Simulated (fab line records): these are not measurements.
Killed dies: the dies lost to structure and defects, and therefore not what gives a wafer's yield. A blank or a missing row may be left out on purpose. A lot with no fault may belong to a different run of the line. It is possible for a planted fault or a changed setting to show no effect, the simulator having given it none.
Which tool is to blame? + flow gf180mcu + 11 lots, 33 wafers sampled, at 3 steps of a route of 602

## WHAT THE GAUGES READ, wafer by wafer
GF_CONTACT_RS_MEAS_25: measures by four-point-probe.
| lot  | measured     | on            | CONTACT_W_RS (ohm/sq)               |
|------|--------------|---------------|-------------------------------------|
| L331 | day 15 22:49 | film_metro-02 | 0.374 0.379 0.382                   |
| L333 | day 16 13:33 | film_metro-04 | 0.379 0.380 0.257 0.378 0.380 0.257 |
| L334 | day 17 01:04 | film_metro-04 | 0.380 0.385 0.258 0.380 0.386 0.257 |
| L337 | day 18 05:53 | film_metro-02 | 0.383 0.378 0.378                   |
| L345 | day 21 11:50 | film_metro-02 | 0.379 0.383 0.370                   |
| L346 | day 21 22:50 | film_metro-04 | 0.376 0.376 0.372                   |
| L347 | day 22 05:56 | film_metro-02 | 0.373 0.376 0.376                   |
| L348 | day 22 10:24 | film_metro-02 | 0.377 0.381 0.377                   |
| L349 | day 22 20:47 | film_metro-04 | 0.378 0.384 0.387                   |
| L351 | day 23 12:32 | film_metro-04 | 0.386 0.387 0.382                   |
| L354 | day 24 11:56 | film_metro-04 | 0.383 0.379 0.378                   |

## WHICH TOOL RAN EACH LOT (tool, then ch and the chambers of the sampled wafers, then the start)
| lot  | GF_SALICIDE_RTA_08               | GF_CONTACT_CVD_24             |
|------|----------------------------------|-------------------------------|
| L331 | rtp_anneal-01 ch 0, day 15 00:31 | cvd_w-01 ch 0,1, day 15 22:43 |
| L333 | rtp_anneal-02 ch 0, day 15 15:15 | cvd_w-01 ch 0,1, day 16 13:26 |
| L334 | rtp_anneal-01 ch 0, day 16 01:41 | cvd_w-01 ch 0,1, day 17 00:58 |
| L337 | rtp_anneal-01 ch 0, day 17 05:11 | cvd_w-02 ch 0,1, day 18 05:45 |
| L345 | rtp_anneal-01 ch 0, day 20 10:10 | cvd_w-01 ch 0,1, day 21 11:44 |
| L346 | rtp_anneal-01 ch 0, day 20 21:20 | cvd_w-01 ch 1, day 21 22:44   |
| L347 | rtp_anneal-02 ch 0, day 21 05:11 | cvd_w-01 ch 0,1, day 22 05:50 |
| L348 | rtp_anneal-01 ch 0, day 21 09:13 | cvd_w-02 ch 0,1, day 22 10:18 |
| L349 | rtp_anneal-01 ch 0, day 21 19:53 | cvd_w-01 ch 0,1, day 22 20:40 |
| L351 | rtp_anneal-01 ch 0, day 22 12:19 | cvd_w-01 ch 0,1, day 23 12:26 |
| L354 | rtp_anneal-02 ch 0, day 23 12:14 | cvd_w-02 ch 0,1, day 24 11:50 |
- GF_SALICIDE_RTA_08: time 30 s.
- GF_CONTACT_CVD_24: deposits W, target thk 300 nm, time 90.339 s.

## THE ANSWER, worked out from the rows above alone
Rule: usual is defined by the lots themselves. Put in order of their means at a reading, lots are off if they are a third of the lots or fewer, leave a main group of 4 or more, and stand apart from it by a gap of 3 or more times the standard deviation of the main group's means; of several such gaps the widest counts. Not used: any main group whose means are identical at the precision the tables above print for the reading. Also off: a lot with no number at a reading for which 4 or more lots have one. All remaining lots with rows at the step are treated as sound.
Off: L333, L334, at GF_CONTACT_RS_MEAS_25 (CONTACT_W_RS). For the main group the mean is 0.379 ohm/sq and the standard deviation 0.0032.
If a tool, at a process step before that reading, ran all the lots that are off and no sound lot after the first of them, it fits. Those tools and the gauges at GF_CONTACT_RS_MEAS_25 are tried in the same way. Of those tried, none fits.

## WHAT THE SIMULATOR HAD INSERTED
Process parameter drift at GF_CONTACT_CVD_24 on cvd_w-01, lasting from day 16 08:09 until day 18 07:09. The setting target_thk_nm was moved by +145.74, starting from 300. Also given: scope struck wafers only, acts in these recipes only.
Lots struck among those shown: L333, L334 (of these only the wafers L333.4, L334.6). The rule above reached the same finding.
